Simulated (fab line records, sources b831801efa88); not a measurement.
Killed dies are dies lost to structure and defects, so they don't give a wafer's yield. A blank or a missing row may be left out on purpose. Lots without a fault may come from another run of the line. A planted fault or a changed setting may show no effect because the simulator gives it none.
A struck lot beside a sound one | flow sky130 | 14 steps out of a route of 708
Sound: wafers L756.1, L756.4, L756.6. Struck: wafers L752.2, L752.4, L752.6. The cause comes at the end.
At each step with rows: each side's tool, then ch and its chambers, then its first start. Under that, the readings that differ: sound wafers | struck wafers | difference of the means | sigmas: that difference in standard deviations of wafers without a fault.
alike: readings whose means differ by less than 2 such deviations, and words and numbers that are the same on both sides. not compared: withheld readings, readings that some wafer has no value for, bounds like >300 that may hide the same value, and numbers for which the record gives no deviation and whose values overlap.
The two part at a step that has a row with sigmas, a row that says differs or no value, or rows on one side only. Numbers that don't overlap but have no deviation are shown without sigmas and don't part them. A reading that every wafer of one side lacks parts them only if that side has two wafers or more.

SKY_VIA4_CMP_21: polishes, stops on SiO2, t overpolish 25 s, target thk 0 nm.
  sound on cmp-01 ch 1,3, day 45 15:23; struck on cmp-01 ch 1,2, day 44 18:10
  alike: head_pressure_psi, motor_current_A, overpolish_run_s, time_to_endpoint_s
SKY_METAL5_SPUTTER_00: material Ti, target thk 15 nm, time 10 s.
  sound on pvd_sputter-02, day 45 15:38; struck on pvd_sputter-02, day 44 18:28
  alike: throttle_valve_pct
SKY_METAL5_SPUTTER_01: material TiN, target thk 20 nm, time 16.7 s.
  sound on pvd_sputter-02, day 45 15:40; struck on pvd_sputter-02, day 44 18:29
  alike: throttle_valve_pct
SKY_METAL5_SPUTTER_02: material AlCu, target thk 1150 nm, time 61.2 s.
  sound on pvd_sputter-02, day 45 15:41; struck on pvd_sputter-02, day 44 18:31
  alike: throttle_valve_pct
then, 1 step without rows for these wafers: SKY_METAL5_SPUTTER_03 (material Ti, target thk 5 nm, time 3.3 s).
SKY_METAL5_SPUTTER_04: material TiN, target thk 70 nm, time 58.3 s.
  sound on pvd_sputter-02, day 45 15:46; struck on pvd_sputter-02, day 44 18:35
  alike: throttle_valve_pct
SKY_METAL5_RS_MEAS_05: measures by four-point-probe.
  sound on film_metro-02, day 45 15:49; struck on film_metro-03, day 44 18:39
  alike: METAL5_ALCU_RS
SKY_METAL5_THK_MEAS_06: measures by xrf.
  sound on film_metro-02, day 45 15:56; struck on film_metro-03, day 44 18:46
  alike: METAL5_ALCU_THK
then, 4 steps without rows for these wafers: SKY_METAL5_DEHYDRATE_07 (time 60 s); SKY_METAL5_HMDS_08 (prime time 60 s); SKY_METAL5_COAT_09 (resist thk 1800 nm); SKY_METAL5_SOFTBAKE_10 (time 60 s).
SKY_METAL5_EXPOSE_11: exposes mask MM5, target cd 1600 nm.
  sound on iline_stepper-01 ch 0, day 46 01:59; struck on iline_stepper-01, day 45 04:37
  no value came back on the struck wafers for exposure_dose_mJ_cm2, focus_offset_nm (nm), reticle_temp_C (C); on the sound wafers exposure_dose_mJ_cm2 reads 190.18 190.44 190.29
  alike: mask
then, 1 step without rows for these wafers: SKY_METAL5_PEB_12.

WHERE THEY PART
Only at SKY_METAL5_EXPOSE_11, within this record.

WHY: what the simulator had put in
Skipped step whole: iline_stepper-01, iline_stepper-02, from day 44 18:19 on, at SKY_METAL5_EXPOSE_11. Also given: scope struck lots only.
